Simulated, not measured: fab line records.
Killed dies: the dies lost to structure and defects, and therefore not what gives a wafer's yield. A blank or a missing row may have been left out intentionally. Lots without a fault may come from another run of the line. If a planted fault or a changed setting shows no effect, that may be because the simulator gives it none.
fab line records + flow gf180mcu
record:
- lots: 13
- wafers: 39
- lastDay: 34
route steps=602 shown LVPWELL@64 MVSD@76 MVPSD@88 POLY_GATE@167
lots untouched by any fault: they come from a run of this same line in which no faults occurred
startH: the number of hours between the record's first day and the start of the first shown wafer of the lot + waitH: hours from the lot's prior step to this one + " same as the row above + L1.1+2: several wafers, shown together as one row + - no value, or no start was given + * or withheld: withheld + < > ~ a bound
route shown NAME@n: names a module that has steps shown in the file, with the first one's number in the route + usual: average and standard deviation across the fault-free wafers + same: alike in all rows + chamber/n: place in a boat + sites: the reading at each site + _std_site: their standard deviation + _edge_site: mean of outer sites minus mean of inner sites + radiusMm: for every site, how far away it sits from the centre of the wafer + mask NAME#n: copy n + behind: tool/chamber where the wafer was last shaped + hold: what put the lot on hold/how long, in hours/how the hold closed + device: which transistor (n, p or np) failed to switch + end of line: tests run on the same wafers once the route is complete + step lacking rows: just its recipe + killed: at the first sort, the dies lost to defects and structure; wafer yield is something else + map: a wafer's dies, marking killed ones x, the rest . and places with no die _
set.NAME: the setting the step ran with; set.NAME@STEP: the setting that earlier step ran with + model.NAME: the simulator's own value behind a step, which no gauge read
route steps across a sampled set of lots; one table per step, one row per wafer
services: when a tool's chamber went out of use (startH, in hours from the record's first day, below 0 if earlier), for how many hours, and the reason
== steps ==
step: GF_LVPWELL_STRIP_10
recipe:
- chemistry: O2/N2
- powerW: 1400
- pressureMtorr: 1500
- platenTempC: 250
- o2FlowSccm: 3000
- n2FlowSccm: 300
- overashFraction: 0.5
usual:
- chamberPressureMTorr: 1500.2/1.3
- drypumpMotorCurrentA: 5.7/0.39
- heaterPowerW: 317/27
- oesProductAu: 0.723/0.0047
- stripTimeToEndpointS: 36.96/0.1
| lot.wafer | tool           | chamber | startH | waitH | chamberPressureMTorr | drypumpMotorCurrentA | heaterPowerW | oesProductAu | rfHoursCounterH | stripTimeToEndpointS |
|-----------|----------------|---------|--------|-------|----------------------|----------------------|--------------|--------------|-----------------|----------------------|
| L700.1    | plasmaAsher-01 | 0       | 74.99  | 0.1   | 1498.6               | 5.8                  | 340          | 0.720        | 41              | 37.01                |
| L700.2    | "              | 1       | "      | "     | 1500.9               | 5.2                  | 348          | 0.716        | 41              | 36.98                |
| L700.5    | "              | 0       | "      | "     | 1501.5               | 5.7                  | 343          | 0.720        | -               | 36.94                |
| L701.1    | plasmaAsher-01 | 1       | 80.09  | 0.1   | 1500.3               | 5.2                  | 348          | 0.727        | 42              | 37.12                |
| L701.2    | "              | 0       | "      | "     | 1499.1               | 5.8                  | 340          | 0.723        | 42              | 37.23                |
| L701.4    | "              | 1       | "      | "     | 1501.4               | 5.2                  | 344          | 0.725        | -               | 37.08                |
| L702.1    | plasmaAsher-01 | 1       | 88.06  | 0.1   | 1499.4               | 5.2                  | 349          | 0.718        | 43              | 36.88                |
| L702.3    | "              | 1       | "      | "     | 1503.5               | 5.2                  | 345          | 0.713        | -               | 36.84                |
| L702.6    | "              | 0       | "      | "     | 1502.1               | 5.8                  | 336          | 0.721        | -               | 36.81                |
| L703.2    | plasmaAsher-02 | 1       | 90.59  | 0.1   | 1500.1               | 5.6                  | 285          | 0.728        | 44              | 36.93                |
| L703.4    | "              | 0       | "      | "     | 1500.3               | 5.9                  | 299          | 0.725        | -               | 36.88                |
| L703.6    | "              | 1       | "      | "     | 1499.3               | 5.6                  | 291          | 0.717        | -               | 36.80                |
| L706.1    | plasmaAsher-01 | 0       | 106.66 | 0.1   | 1501.7               | 5.8                  | 337          | 0.715        | 45              | 36.87                |
| L706.3    | "              | 0       | "      | "     | 1500.0               | 5.8                  | 332          | 0.718        | -               | 36.88                |
| L706.4    | "              | 1       | "      | "     | 1499.5               | 5.2                  | 354          | 0.727        | -               | 36.93                |
| L708.2    | plasmaAsher-02 | 0       | 120.04 | 0.1   | 1498.3               | 5.9                  | 292          | 0.964        | 0               | -                    |
| L708.3    | "              | 1       | "      | "     | 1500.6               | 5.7                  | 281          | 0.963        | -               | -                    |
| L708.6    | "              | 0       | "      | "     | 1499.6               | 5.9                  | 289          | 0.964        | -               | -                    |
| L714.1    | plasmaAsher-01 | 1       | 159.41 | 0.1   | 1502.5               | 5.2                  | 347          | 0.725        | 50              | 37.04                |
| L714.3    | "              | 0       | "      | "     | 1503.2               | 5.8                  | 343          | 0.723        | -               | 37.09                |
| L714.6    | "              | 0       | "      | "     | 1501.2               | 5.8                  | 339          | 0.718        | -               | 37.15                |
| L716.2    | plasmaAsher-04 | 1       | 165.21 | 0.1   | 1501.5               | 5.5                  | 290          | 0.721        | 51              | 36.99                |
| L716.3    | "              | 0       | "      | "     | 1500.8               | 6.7                  | 311          | 0.720        | -               | 37.00                |
| L716.4    | "              | 1       | "      | "     | 1500.4               | 5.5                  | 294          | 0.723        | -               | 37.04                |
| L717.2    | plasmaAsher-01 | 1       | 175.44 | 0.1   | 1501.5               | 5.2                  | 351          | 0.717        | 52              | 37.04                |
| L717.3    | "              | 0       | "      | "     | 1503.2               | 5.8                  | 341          | 0.722        | -               | 36.94                |
| L717.5    | "              | 1       | "      | "     | 1501.9               | 5.2                  | 344          | 0.721        | -               | 37.00                |
| L718.3    | plasmaAsher-02 | 0       | 180.37 | 0.1   | 1503.7               | 5.9                  | 285          | 0.725        | -               | 36.84                |
| L718.5    | "              | 1       | "      | "     | 1500.0               | 5.6                  | 280          | 0.726        | -               | 36.85                |
| L718.6    | "              | 0       | "      | "     | 1501.3               | 5.9                  | 289          | 0.719        | -               | 36.86                |
| L720.2    | plasmaAsher-04 | 0       | 185.59 | 0.1   | 1498.4               | 6.7                  | 307          | 0.727        | 53              | 36.94                |
| L720.3    | "              | 0       | "      | "     | 1499.9               | 6.7                  | 306          | 0.721        | -               | 36.83                |
| L720.4    | "              | 1       | "      | "     | 1500.0               | 5.5                  | 301          | 0.726        | -               | 36.81                |
| L721.1    | plasmaAsher-04 | 0       | 192.26 | 0.1   | 1499.4               | 6.7                  | 303          | 0.720        | 53              | 36.83                |
| L721.2    | "              | 1       | "      | "     | 1501.1               | 5.5                  | 301          | 0.724        | 53              | 36.85                |
| L721.6    | "              | 1       | "      | "     | 1502.0               | 5.4                  | 298          | 0.718        | -               | 36.75                |
| L722.1    | plasmaAsher-04 | 1       | 199.01 | 0.1   | 1498.4               | 5.5                  | 290          | 0.728        | 54              | 36.81                |
| L722.2    | "              | 0       | "      | "     | 1499.1               | 6.7                  | 320          | 0.718        | 54              | 37.07                |
| L722.4    | "              | 0       | "      | "     | 1501.4               | 6.7                  | 313          | 0.731        | -               | 36.89                |
step: GF_MVSD_STRIP_10
recipe:
- chemistry: O2/N2
- powerW: 1400
- pressureMtorr: 1500
- platenTempC: 250
- o2FlowSccm: 3000
- n2FlowSccm: 300
- overashFraction: 0.5
usual:
- chamberPressureMTorr: 1500.2/1.3
- drypumpMotorCurrentA: 5.6/0.33
- heaterPowerW: 328/26
- oesProductAu: 0.723/0.0046
- stripTimeToEndpointS: 36.95/0.091
| lot.wafer | tool           | chamber | startH | waitH | chamberPressureMTorr | drypumpMotorCurrentA | heaterPowerW | oesProductAu | rfHoursCounterH | stripTimeToEndpointS |
|-----------|----------------|---------|--------|-------|----------------------|----------------------|--------------|--------------|-----------------|----------------------|
| L700.1    | plasmaAsher-01 | 1       | 89.69  | 0.1   | 1500.5               | 5.2                  | 350          | 0.728        | 43              | 36.93                |
| L700.2    | "              | 0       | "      | "     | 1500.8               | 5.8                  | 341          | 0.721        | 43              | 36.84                |
| L700.5    | "              | 0       | "      | "     | 1498.8               | 5.8                  | 335          | 0.724        | -               | 36.87                |
| L701.1    | plasmaAsher-03 | 1       | 94.11  | 0.1   | 1500.5               | 6.0                  | 331          | 0.725        | 31              | 36.91                |
| L701.2    | "              | 0       | "      | "     | 1500.8               | 5.1                  | 355          | 0.725        | 31              | 36.91                |
| L701.4    | "              | 1       | "      | "     | 1497.6               | 6.0                  | 331          | 0.723        | -               | 36.90                |
| L702.1    | plasmaAsher-03 | 1       | 101.96 | 0.1   | 1500.4               | 6.0                  | 347          | 0.725        | 32              | 36.99                |
| L702.3    | "              | 0       | "      | "     | 1497.2               | 5.1                  | 353          | 0.721        | -               | 36.88                |
| L702.6    | "              | 0       | "      | "     | 1501.6               | 5.1                  | 352          | 0.719        | -               | 36.89                |
| L703.2    | plasmaAsher-01 | 0       | 104.76 | 0.1   | 1498.5               | 5.8                  | 341          | 0.722        | 45              | 36.91                |
| L703.4    | "              | 0       | "      | "     | 1501.3               | 5.8                  | 336          | 0.720        | -               | 36.97                |
| L703.6    | "              | 0       | "      | "     | 1500.9               | 5.8                  | 341          | 0.728        | -               | 37.03                |
| L706.1    | plasmaAsher-01 | 0       | 120.99 | 0.1   | 1498.1               | 5.8                  | 345          | 0.726        | 47              | 37.03                |
| L706.3    | "              | 0       | "      | "     | 1498.6               | 5.8                  | 335          | 0.726        | -               | 37.01                |
| L706.4    | "              | 1       | "      | "     | 1499.9               | 5.2                  | 349          | 0.721        | -               | 37.06                |
| L708.2    | plasmaAsher-02 | 0       | 135.01 | 0.1   | 1499.1               | 5.9                  | 293          | 0.725        | 2               | 45.61                |
| L708.3    | "              | 1       | "      | "     | 1502.0               | 5.6                  | 281          | 0.728        | -               | 45.55                |
| L708.6    | "              | 0       | "      | "     | 1498.0               | 5.9                  | 300          | 0.725        | -               | 45.43                |
| L714.1    | plasmaAsher-02 | 1       | 175.66 | 0.1   | 1500.2               | 5.7                  | 290          | 0.716        | 6               | 36.76                |
| L714.3    | "              | 1       | "      | "     | 1499.3               | 5.7                  | 283          | 0.722        | -               | 36.86                |
| L714.6    | "              | 0       | "      | "     | 1500.2               | 5.9                  | 287          | 0.725        | -               | 36.75                |
| L716.2    | plasmaAsher-01 | 0       | 182.16 | 0.1   | 1498.9               | 5.8                  | 347          | 0.718        | 53              | 36.96                |
| L716.3    | "              | 0       | "      | "     | 1500.5               | 5.8                  | 333          | 0.714        | -               | 37.08                |
| L716.4    | "              | 1       | "      | "     | 1499.2               | 5.2                  | 343          | 0.725        | -               | 36.92                |
| L717.2    | plasmaAsher-03 | 1       | 191.91 | 0.1   | 1499.1               | 6.0                  | 342          | 0.715        | 42              | 36.92                |
| L717.3    | "              | 0       | "      | "     | 1499.4               | 5.1                  | 358          | 0.722        | -               | 36.97                |
| L717.5    | "              | 1       | "      | "     | 1500.5               | 6.0                  | 335          | 0.711        | -               | 36.85                |
| L718.3    | plasmaAsher-01 | 1       | 197.31 | 0.1   | 1498.6               | 5.2                  | 346          | 0.724        | -               | 36.96                |
| L718.5    | "              | 0       | "      | "     | 1500.3               | 5.8                  | 330          | 0.732        | -               | 36.92                |
| L718.6    | "              | 1       | "      | "     | 1497.9               | 5.2                  | 353          | 0.731        | -               | 36.98                |
| L720.2    | plasmaAsher-02 | 1       | 203.61 | 0.1   | 1500.8               | 5.7                  | 275          | 0.727        | 8               | 36.94                |
| L720.3    | "              | 0       | "      | "     | 1500.9               | 5.9                  | 297          | 0.724        | -               | 36.96                |
| L720.4    | "              | 1       | "      | "     | 1500.6               | 5.6                  | 286          | 0.716        | -               | 36.98                |
| L721.1    | plasmaAsher-03 | 0       | 209.49 | 0.1   | 1498.7               | 5.1                  | 359          | 0.713        | 44              | 36.99                |
| L721.2    | "              | 1       | "      | "     | 1499.1               | 6.0                  | 333          | 0.723        | 44              | 36.88                |
| L721.6    | "              | 0       | "      | "     | 1499.8               | 5.1                  | 350          | 0.726        | -               | 36.81                |
| L722.1    | plasmaAsher-01 | 1       | 216.69 | 0.1   | 1501.1               | 5.2                  | 353          | 0.724        | 56              | 36.91                |
| L722.2    | "              | 0       | "      | "     | 1498.8               | 5.8                  | 340          | 0.730        | 56              | 36.89                |
| L722.4    | "              | 1       | "      | "     | 1500.4               | 5.2                  | 348          | 0.721        | -               | 37.03                |
step: GF_MVSD_TW_MEAS_11
usual:
- MVSD_TW: 1587/19
| lot.wafer | tool         | chamber | startH | waitH | MVSD_TW |
|-----------|--------------|---------|--------|-------|---------|
| L700.1    | filmMetro-04 | -       | 89.79  | 0.1   | 1597    |
| L700.2    | "            | -       | "      | "     | 1603    |
| L700.5    | "            | -       | "      | "     | 1600    |
| L701.1    | filmMetro-04 | -       | 94.21  | 0.1   | 1604    |
| L701.2    | "            | -       | "      | "     | 1609    |
| L701.4    | "            | -       | "      | "     | 1608    |
| L702.1    | filmMetro-04 | -       | 102.06 | 0.1   | 1584    |
| L702.3    | "            | -       | "      | "     | 1572    |
| L702.6    | "            | -       | "      | "     | 1578    |
| L703.2    | filmMetro-04 | -       | 104.87 | 0.1   | 1591    |
| L703.4    | "            | -       | "      | "     | 1581    |
| L703.6    | "            | -       | "      | "     | 1590    |
| L706.1    | filmMetro-03 | -       | 121.09 | 0.1   | 1610    |
| L706.3    | "            | -       | "      | "     | 1611    |
| L706.4    | "            | -       | "      | "     | 1610    |
| L708.2    | filmMetro-04 | -       | 135.12 | 0.1   | 1486    |
| L708.3    | "            | -       | "      | "     | 1483    |
| L708.6    | "            | -       | "      | "     | 1486    |
| L714.1    | filmMetro-04 | -       | 175.76 | 0.1   | 1606    |
| L714.3    | "            | -       | "      | "     | 1588    |
| L714.6    | "            | -       | "      | "     | 1596    |
| L716.2    | filmMetro-01 | -       | 182.27 | 0.1   | 1571    |
| L716.3    | "            | -       | "      | "     | 1557    |
| L716.4    | "            | -       | "      | "     | 1567    |
| L717.2    | filmMetro-01 | -       | 192.02 | 0.1   | 1555    |
| L717.3    | "            | -       | "      | "     | 1556    |
| L717.5    | "            | -       | "      | "     | 1561    |
| L718.3    | filmMetro-03 | -       | 197.40 | 0.1   | 1611    |
| L718.5    | "            | -       | "      | "     | 1614    |
| L718.6    | "            | -       | "      | "     | 1607    |
| L720.2    | filmMetro-04 | -       | 203.72 | 0.1   | 1596    |
| L720.3    | "            | -       | "      | "     | 1604    |
| L720.4    | "            | -       | "      | "     | 1609    |
| L721.1    | filmMetro-01 | -       | 209.59 | 0.1   | 1563    |
| L721.2    | "            | -       | "      | "     | 1563    |
| L721.6    | "            | -       | "      | "     | 1570    |
| L722.1    | filmMetro-01 | -       | 216.79 | 0.1   | 1562    |
| L722.2    | "            | -       | "      | "     | 1561    |
| L722.4    | "            | -       | "      | "     | 1558    |
step: GF_MVPSD_STRIP_10
recipe:
- chemistry: O2/N2
- powerW: 1400
- pressureMtorr: 1500
- platenTempC: 250
- o2FlowSccm: 3000
- n2FlowSccm: 300
- overashFraction: 0.5
usual:
- chamberPressureMTorr: 1499.8/1.3
- drypumpMotorCurrentA: 5.9/0.52
- heaterPowerW: 308/21
- oesProductAu: 0.723/0.0045
- stripTimeToEndpointS: 36.92/0.12
| lot.wafer | tool           | chamber | startH | waitH | chamberPressureMTorr | drypumpMotorCurrentA | heaterPowerW | oesProductAu | rfHoursCounterH | stripTimeToEndpointS |
|-----------|----------------|---------|--------|-------|----------------------|----------------------|--------------|--------------|-----------------|----------------------|
| L700.1    | plasmaAsher-02 | 1       | 104.24 | 0.1   | 1500.4               | 5.6                  | 289          | 0.727        | 46              | 37.07                |
| L700.2    | "              | 0       | "      | "     | 1499.3               | 5.9                  | 305          | 0.729        | 46              | 37.04                |
| L700.5    | "              | 1       | "      | "     | 1499.1               | 5.6                  | 287          | 0.719        | -               | 37.01                |
| L701.1    | plasmaAsher-04 | 0       | 108.04 | 0.1   | 1498.6               | 6.7                  | 308          | 0.714        | 45              | 36.82                |
| L701.2    | "              | 1       | "      | "     | 1500.4               | 5.5                  | 296          | 0.723        | 45              | 36.84                |
| L701.4    | "              | 0       | "      | "     | 1500.6               | 6.7                  | 310          | 0.721        | -               | 36.93                |
| L702.1    | plasmaAsher-03 | 1       | 115.99 | 0.1   | 1497.4               | 6.0                  | 330          | 0.714        | 34              | 36.81                |
| L702.3    | "              | 0       | "      | "     | 1498.4               | 5.1                  | 359          | 0.729        | -               | 36.90                |
| L702.6    | "              | 0       | "      | "     | 1501.6               | 5.1                  | 353          | 0.724        | -               | 36.85                |
| L703.2    | plasmaAsher-03 | 1       | 118.11 | 0.1   | 1500.1               | 6.0                  | 325          | 0.719        | 34              | 37.02                |
| L703.4    | "              | 0       | "      | "     | 1499.3               | 5.1                  | 341          | 0.720        | -               | 36.90                |
| L703.6    | "              | 1       | "      | "     | 1498.9               | 6.0                  | 333          | 0.717        | -               | 37.02                |
| L706.1    | plasmaAsher-04 | 0       | 135.69 | 0.1   | 1498.1               | 6.7                  | 311          | 0.721        | 48              | 36.95                |
| L706.3    | "              | 1       | "      | "     | 1499.9               | 5.5                  | 301          | 0.723        | -               | 36.96                |
| L706.4    | "              | 0       | "      | "     | 1500.1               | 6.7                  | 311          | 0.720        | -               | 36.93                |
| L708.2    | plasmaAsher-04 | 1       | 150.54 | 0.1   | 1500.0               | 5.5                  | 297          | 0.725        | 49              | 36.85                |
| L708.3    | "              | 0       | "      | "     | 1498.6               | 6.7                  | 300          | 0.729        | -               | 36.90                |
| L708.6    | "              | 1       | "      | "     | 1500.3               | 5.5                  | 296          | 0.711        | -               | 36.95                |
| L714.1    | plasmaAsher-02 | 0       | 192.29 | 0.1   | 1499.0               | 5.9                  | 291          | 0.729        | 7               | 37.05                |
| L714.3    | "              | 0       | "      | "     | 1499.2               | 5.9                  | 298          | 0.720        | -               | 37.05                |
| L714.6    | "              | 1       | "      | "     | 1499.8               | 5.6                  | 281          | 0.718        | -               | 36.99                |
| L716.2    | plasmaAsher-04 | 1       | 199.51 | 0.1   | 1500.4               | 5.5                  | 305          | 0.734        | 54              | 36.72                |
| L716.3    | "              | 0       | "      | "     | 1501.2               | 6.7                  | 304          | 0.726        | -               | 36.81                |
| L716.4    | "              | 1       | "      | "     | 1500.0               | 5.5                  | 298          | 0.722        | -               | 36.88                |
| L717.2    | plasmaAsher-02 | 0       | 209.34 | 0.1   | 1502.0               | 5.9                  | 286          | 0.723        | 9               | 37.02                |
| L717.3    | "              | 1       | "      | "     | 1498.7               | 5.6                  | 281          | 0.724        | -               | 36.99                |
| L717.5    | "              | 0       | "      | "     | 1501.2               | 5.9                  | 285          | 0.721        | -               | 36.92                |
| L718.3    | plasmaAsher-02 | 0       | 214.47 | 0.1   | 1500.0               | 5.9                  | 291          | 0.721        | -               | 36.79                |
| L718.5    | "              | 1       | "      | "     | 1499.1               | 5.7                  | 287          | 0.719        | -               | 36.66                |
| L718.6    | "              | 0       | "      | "     | 1496.6               | 5.9                  | 296          | 0.718        | -               | 36.71                |
| L720.2    | plasmaAsher-02 | 0       | 221.24 | 0.1   | 1500.7               | 5.9                  | 292          | 0.720        | 10              | 36.78                |
| L720.3    | "              | 1       | "      | "     | 1499.9               | 5.7                  | 281          | 0.725        | -               | 36.80                |
| L720.4    | "              | 0       | "      | "     | 1498.9               | 5.9                  | 303          | 0.720        | -               | 36.88                |
| L721.1    | plasmaAsher-04 | 1       | 226.86 | 0.1   | 1500.4               | 5.5                  | 293          | 0.734        | 57              | 36.93                |
| L721.2    | "              | 0       | "      | "     | 1500.2               | 6.7                  | 305          | 0.720        | 57              | 36.91                |
| L721.6    | "              | 1       | "      | "     | 1502.2               | 5.5                  | 293          | 0.725        | -               | 36.85                |
| L722.1    | plasmaAsher-02 | 0       | 234.69 | 0.1   | 1502.0               | 5.9                  | 296          | 0.721        | 12              | 36.67                |
| L722.2    | "              | 1       | "      | "     | 1499.1               | 5.7                  | 283          | 0.724        | 12              | 36.72                |
| L722.4    | "              | 0       | "      | "     | 1499.7               | 5.9                  | 294          | 0.725        | -               | 36.81                |
step: GF_POLY_GATE_CD_MEAS_10
recipe:
- targetCdNm: 280
usual:
- cdNm: 279.7/1.1
| lot.wafer | tool     | chamber | startH | waitH | cdNm  |
|-----------|----------|---------|--------|-------|-------|
| L700.1    | cdSem-01 | -       | 203.92 | 0.1   | 279.2 |
| L700.2    | "        | -       | "      | "     | 280.4 |
| L700.5    | "        | -       | "      | "     | 279.3 |
| L701.1    | cdSem-01 | -       | 209.02 | 0.1   | 277.9 |
| L701.2    | "        | -       | "      | "     | 278.7 |
| L701.4    | "        | -       | "      | "     | 278.7 |
| L702.1    | cdSem-01 | -       | 218.35 | 0.1   | 279.3 |
| L702.3    | "        | -       | "      | "     | 278.5 |
| L702.6    | "        | -       | "      | "     | 278.6 |
| L703.2    | cdSem-01 | -       | 220.24 | 0.1   | 280.6 |
| L703.4    | "        | -       | "      | "     | 280.7 |
| L703.6    | "        | -       | "      | "     | 282.1 |
| L706.1    | cdSem-02 | -       | 245.02 | 0.1   | 278.5 |
| L706.3    | "        | -       | "      | "     | 279.6 |
| L706.4    | "        | -       | "      | "     | 278.2 |
| L708.2    | cdSem-01 | -       | 259.42 | 0.1   | 279.3 |
| L708.3    | "        | -       | "      | "     | 279.2 |
| L708.6    | "        | -       | "      | "     | 281.4 |
| L714.1    | cdSem-02 | -       | 310.72 | 0.1   | 280.3 |
| L714.3    | "        | -       | "      | "     | 279.6 |
| L714.6    | "        | -       | "      | "     | 280.1 |
| L716.2    | cdSem-01 | -       | 319.04 | 0.1   | 280.3 |
| L716.3    | "        | -       | "      | "     | 279.1 |
| L716.4    | "        | -       | "      | "     | 279.0 |
| L717.2    | cdSem-01 | -       | 330.49 | 0.1   | 278.4 |
| L717.3    | "        | -       | "      | "     | 278.2 |
| L717.5    | "        | -       | "      | "     | 279.2 |
| L718.3    | cdSem-02 | -       | 336.46 | 0.1   | 277.7 |
| L718.5    | "        | -       | "      | "     | 277.7 |
| L718.6    | "        | -       | "      | "     | 279.0 |
| L720.2    | cdSem-02 | -       | 345.89 | 0.1   | 279.6 |
| L720.3    | "        | -       | "      | "     | 279.8 |
| L720.4    | "        | -       | "      | "     | 280.0 |
| L721.1    | cdSem-01 | -       | 351.67 | 0.1   | 280.9 |
| L721.2    | "        | -       | "      | "     | 280.3 |
| L721.6    | "        | -       | "      | "     | 281.5 |
| L722.1    | cdSem-01 | -       | 361.60 | 0.1   | 277.0 |
| L722.2    | "        | -       | "      | "     | 278.5 |
| L722.4    | "        | -       | "      | "     | 278.3 |
step: GF_POLY_GATE_OVL_MEAS_11
usual:
- POLY_GATE_OVL: -1/5.7
| lot.wafer | tool       | chamber | startH | waitH | POLY_GATE_OVL[nm] |
|-----------|------------|---------|--------|-------|-------------------|
| L700.1    | overlay-02 | -       | 204.04 | 0.1   | -6                |
| L700.2    | "          | -       | "      | "     | -4                |
| L700.5    | "          | -       | "      | "     | -2                |
| L701.1    | overlay-01 | -       | 209.14 | 0.1   | -2                |
| L701.2    | "          | -       | "      | "     | -6                |
| L701.4    | "          | -       | "      | "     | -2                |
| L702.1    | overlay-01 | -       | 218.47 | 0.1   | 0                 |
| L702.3    | "          | -       | "      | "     | -1                |
| L702.6    | "          | -       | "      | "     | -3                |
| L703.2    | overlay-02 | -       | 220.35 | 0.1   | -8                |
| L703.4    | "          | -       | "      | "     | -3                |
| L703.6    | "          | -       | "      | "     | -5                |
| L706.1    | overlay-02 | -       | 245.14 | 0.1   | 1                 |
| L706.3    | "          | -       | "      | "     | 0                 |
| L706.4    | "          | -       | "      | "     | 6                 |
| L708.2    | overlay-02 | -       | 259.53 | 0.1   | 0                 |
| L708.3    | "          | -       | "      | "     | -3                |
| L708.6    | "          | -       | "      | "     | -4                |
| L714.1    | overlay-01 | -       | 310.84 | 0.1   | -3                |
| L714.3    | "          | -       | "      | "     | -1                |
| L714.6    | "          | -       | "      | "     | 1                 |
| L716.2    | overlay-02 | -       | 319.14 | 0.1   | 10                |
| L716.3    | "          | -       | "      | "     | -5                |
| L716.4    | "          | -       | "      | "     | 3                 |
| L717.2    | overlay-02 | -       | 330.60 | 0.1   | -4                |
| L717.3    | "          | -       | "      | "     | -9                |
| L717.5    | "          | -       | "      | "     | 1                 |
| L718.3    | overlay-02 | -       | 336.55 | 0.1   | -4                |
| L718.5    | "          | -       | "      | "     | -10               |
| L718.6    | "          | -       | "      | "     | 2                 |
| L720.2    | overlay-02 | -       | 346.00 | 0.1   | -3                |
| L720.3    | "          | -       | "      | "     | 0                 |
| L720.4    | "          | -       | "      | "     | -10               |
| L721.1    | overlay-02 | -       | 351.79 | 0.1   | 10                |
| L721.2    | "          | -       | "      | "     | 5                 |
| L721.6    | "          | -       | "      | "     | 6                 |
| L722.1    | overlay-01 | -       | 361.72 | 0.1   | -2                |
| L722.2    | "          | -       | "      | "     | -3                |
| L722.4    | "          | -       | "      | "     | -1                |
== services ==
| tool           | chamber | startH | hours | kind      |
|----------------|---------|--------|-------|-----------|
| plasmaAsher-01 | -       | 52.07  | 1.4   | repair    |
| plasmaAsher-04 | -       | 86.67  | 2.8   | pm        |
| plasmaAsher-04 | -       | 98.50  | 6.0   | repair    |
| plasmaAsher-02 | -       | 108.75 | 9.0   | pm        |
| plasmaAsher-02 | 0       | 108.75 | 9.0   | ventCycle |
| plasmaAsher-02 | 1       | 108.75 | 9.0   | ventCycle |
| plasmaAsher-02 | 0       | 117.75 | -     | clean     |
| plasmaAsher-02 | 1       | 117.75 | -     | clean     |
| plasmaAsher-01 | -       | 214.20 | 1.1   | repair    |
== key ==
firstSign:
- step: GF_LVPWELL_STRIP_10
- reading: oesProductAu
- direction: up
- sigmas: 51
- usual: 0.723
- struck: 0.964
effect:
- step: GF_MVSD_STRIP_10
- reading: stripTimeToEndpointS
- direction: up
- sigmas: 94
- usual: *
- struck: *
effect:
- step: GF_MVSD_TW_MEAS_11
- reading: MVSD_TW
- direction: down
- sigmas: 5.4
- usual: 1587
- struck: 1485
metAt GF_LVPWELL_STRIP_10
struckLots L708
rowsEnd L708.2,L708.3
sortLeftOut L708.6
testerLeftOut L708
notActingAt GF_MVPSD_STRIP_10,GF_POLY_GATE_CD_MEAS_10,GF_POLY_GATE_OVL_MEAS_11
onsetBetween 90.59 120.04
fault:
- kind: stripAborted
- tool: plasmaAsher-02
- chamber: -
- onsetH: 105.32
- steps: GF_LVPWELL_STRIP_10
- offset: 0.48826
- endH: 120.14
testerLeftOut: of these lots the tester's yield and bins aren't shown, on N5 and GAA mostly nor the transistor test; their killed dies are dies lost to structure and defects alone, not to doping, threshold or leakage, so they don't give the yield
sortLeftOut: the simulated sort isn't trusted on such a fault, so these wafers' sort isn't shown, and their yield isn't known
rowsEnd: these wafers met a further fault down the route, and their rows from its step on are left out
